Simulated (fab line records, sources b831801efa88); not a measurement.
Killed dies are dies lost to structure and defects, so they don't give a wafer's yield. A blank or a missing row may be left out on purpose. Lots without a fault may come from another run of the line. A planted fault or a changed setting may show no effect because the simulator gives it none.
Which tool did it? | flow gf180mcu | 13 lots, 38 wafers sampled, at 5 steps of a route of 602

WHAT THE GAUGES READ, wafer by wafer
GF_V3_BOW_MEAS_05.
lot  | measured     | on            | V3_BOW (um)
L771 | day 22 04:41 | film_metro-04 | 118 109 117
L772 | day 22 16:50 | film_metro-01 | 124 108 125
L774 | day 23 07:01 | film_metro-04 | 112 123 101
L775 | day 23 11:49 | film_metro-03 | 121 117 124
L776 | day 23 21:49 | film_metro-04 | 121 125 125
L778 | day 24 08:12 | film_metro-03 | 121 120 113
L780 | day 25 03:44 | film_metro-04 | 119 115 121
L785 | day 26 15:57 | film_metro-04 | 87 86 90
L786 | day 27 02:44 | film_metro-01 | 94 86 83
L787 | day 27 09:10 | film_metro-04 | 88 95 91
L791 | day 28 04:24 | film_metro-04 | 116 105 113
L792 | day 28 07:40 | film_metro-04 | 123 131
L793 | day 28 09:37 | film_metro-04 | 110 102 110

GF_V3_OVL_MEAS_15.
lot  | measured     | on         | V3_OVL (nm)
L771 | day 23 03:09 | overlay-01 | -1 -7 1
L772 | day 23 15:39 | overlay-02 | -11 -11 -10
L774 | day 24 05:57 | overlay-01 | 7 9 1
L775 | day 24 09:51 | overlay-02 | 8 2 -7
L776 | day 24 19:31 | overlay-02 | -2 -2 -1
L778 | day 25 06:19 | overlay-01 | 4 -2 13
L780 | day 26 00:06 | overlay-02 | 5 12 16
L785 | day 27 12:19 | overlay-02 | -1 -1 1
L786 | day 27 22:49 | overlay-01 | 9 9 2
L787 | day 28 04:49 | overlay-02 | 5 6 4
L791 | day 28 23:37 | overlay-01 | 1 6 4
L792 | day 29 03:07 | overlay-02 | 0 8
L793 | day 29 04:50 | overlay-02 | 3 0 0

WHICH TOOL RAN EACH LOT (tool, then ch and the chambers of the sampled wafers, then the start)
lot  | GF_V2_SPUTTER_22             | GF_M3_SPUTTER_00             | GF_V3_CVD_00
L771 | pvd_sputter-01, day 21 03:01 | pvd_sputter-04, day 21 03:38 | hdpcvd-01 ch 0,1,2, day 22 04:08
L772 | pvd_sputter-03, day 21 15:07 | pvd_sputter-02, day 21 15:45 | hdpcvd-02 ch 0,1,2, day 22 16:17
L774 | pvd_sputter-01, day 22 06:16 | pvd_sputter-02, day 22 06:54 | hdpcvd-01 ch 0,2, day 23 06:27
L775 | pvd_sputter-03, day 22 10:16 | pvd_sputter-01, day 22 10:53 | hdpcvd-02 ch 1,2, day 23 11:16
L776 | pvd_sputter-01, day 22 21:13 | pvd_sputter-04, day 22 21:50 | hdpcvd-02 ch 1,2, day 23 21:13
L778 | pvd_sputter-01, day 23 07:46 | pvd_sputter-04, day 23 08:23 | hdpcvd-02 ch 1,2, day 24 07:38
L780 | pvd_sputter-01, day 24 03:07 | pvd_sputter-01, day 24 03:53 | hdpcvd-01 ch 1,2, day 25 03:10
L785 | pvd_sputter-01, day 25 16:59 | pvd_sputter-02, day 25 17:37 | hdpcvd-02 ch 0,2, day 26 15:22
L786 | pvd_sputter-01, day 26 04:08 | pvd_sputter-04, day 26 04:46 | hdpcvd-02 ch 0,1,2, day 27 02:09
L787 | pvd_sputter-01, day 26 10:41 | pvd_sputter-02, day 26 11:19 | hdpcvd-02 ch 0,1,2, day 27 08:36
L791 | pvd_sputter-01, day 27 06:16 | pvd_sputter-02, day 27 06:53 | hdpcvd-01 ch 0,2, day 28 03:48
L792 | pvd_sputter-01, day 27 09:35 | pvd_sputter-02, day 27 10:20 | hdpcvd-02 ch 0,1, day 28 07:06
L793 | pvd_sputter-01, day 27 11:11 | pvd_sputter-04, day 27 11:56 | hdpcvd-01 ch 0,1,2, day 28 08:59
- GF_V2_SPUTTER_22: material TiN, target thk 10 nm, time 40 s.
- GF_M3_SPUTTER_00: material Ti, target thk 37.5 nm, time 150 s.
- GF_V3_CVD_00: deposits SiO2, target thk 600 nm, time 100 s.

WHAT THE TOOLS THEMSELVES READ (means of the sampled wafers that have a number; where no wafer has one, the mark that the record gives instead)
GF_V2_SPUTTER_22.
lot  | tool           | throttle_valve_pct (%)
L771 | pvd_sputter-01 | 30.4
L772 | pvd_sputter-03 | 29.5
L774 | pvd_sputter-01 | 29.8
L775 | pvd_sputter-03 | 29.4
L776 | pvd_sputter-01 | 29.7
L778 | pvd_sputter-01 | 30.2
L780 | pvd_sputter-01 | 29.8
L785 | pvd_sputter-01 | 30.2
L786 | pvd_sputter-01 | 30.2
L787 | pvd_sputter-01 | 29.7
L791 | pvd_sputter-01 | 30.7
L792 | pvd_sputter-01 | 30.1
L793 | pvd_sputter-01 | 30.2

GF_M3_SPUTTER_00.
lot  | tool           | substrate_temp_c (C) | throttle_valve_pct (%)
L771 | pvd_sputter-04 | 200.09               | 29.1
L772 | pvd_sputter-02 | 199.92               | 31.6
L774 | pvd_sputter-02 | 199.96               | 31.4
L775 | pvd_sputter-01 | 199.93               | 30.2
L776 | pvd_sputter-04 | 200.10               | 28.8
L778 | pvd_sputter-04 | 199.93               | 29.2
L780 | pvd_sputter-01 | 200.11               | 30.7
L785 | pvd_sputter-02 | 200.01               | 31.5
L786 | pvd_sputter-04 | 200.05               | 28.7
L787 | pvd_sputter-02 | 199.99               | 31.2
L791 | pvd_sputter-02 | 200.00               | 31.1
L792 | pvd_sputter-02 | 200.20               | 31.1
L793 | pvd_sputter-04 | 199.85               | 28.7

GF_V3_CVD_00.
lot  | tool      | pressure_mtorr (mTorr) | run_length_s (s)
L771 | hdpcvd-01 | 6.002                  | 128.4
L772 | hdpcvd-02 | 6.005                  | 128.0
L774 | hdpcvd-01 | 6.004                  | 128.2
L775 | hdpcvd-02 | 5.982                  | 128.2
L776 | hdpcvd-02 | 6.010                  | 127.8
L778 | hdpcvd-02 | 5.987                  | 128.2
L780 | hdpcvd-01 | 6.000                  | 127.9
L785 | hdpcvd-02 | -                      | -
L786 | hdpcvd-02 | -                      | -
L787 | hdpcvd-02 | -                      | -
L791 | hdpcvd-01 | 5.999                  | 127.9
L792 | hdpcvd-02 | 5.995                  | 128.0
L793 | hdpcvd-01 | 5.998                  | 128.3

THE ANSWER, worked out from the rows above alone
Rule: what is usual is taken from the lots themselves. Put in order of their means at a reading, lots are off if they are a third of the lots or fewer, leave a main group of 4 or more, and stand apart from it by a gap of 3 or more times the standard deviation of the main group's means; of several such gaps the widest counts. A main group whose means are all the same, to the digits that the tables above print for the reading, isn't used. A lot without any number at a reading at which 4 lots or more have one is off too. The other lots that the step has rows for count as sound. The gauges are gone through in route order, then the tools' own readings, and for those a lot's mean is taken as printed above. The first step at which some lot is off is used, and at that step the reading that is off furthest; a lot without a number counts as furthest.
Off: L785, L786, L787, at GF_V3_CVD_00 (pressure_mtorr). Without a number there: L785, L786, L787. The main group: mean 5.998 mTorr, standard deviation 0.008.
A tool fits if, at that step or a process step before it, it ran every lot that is off, and no sound lot after the first of them. None of those tried fits.

WHAT THE SIMULATOR HAD PUT IN
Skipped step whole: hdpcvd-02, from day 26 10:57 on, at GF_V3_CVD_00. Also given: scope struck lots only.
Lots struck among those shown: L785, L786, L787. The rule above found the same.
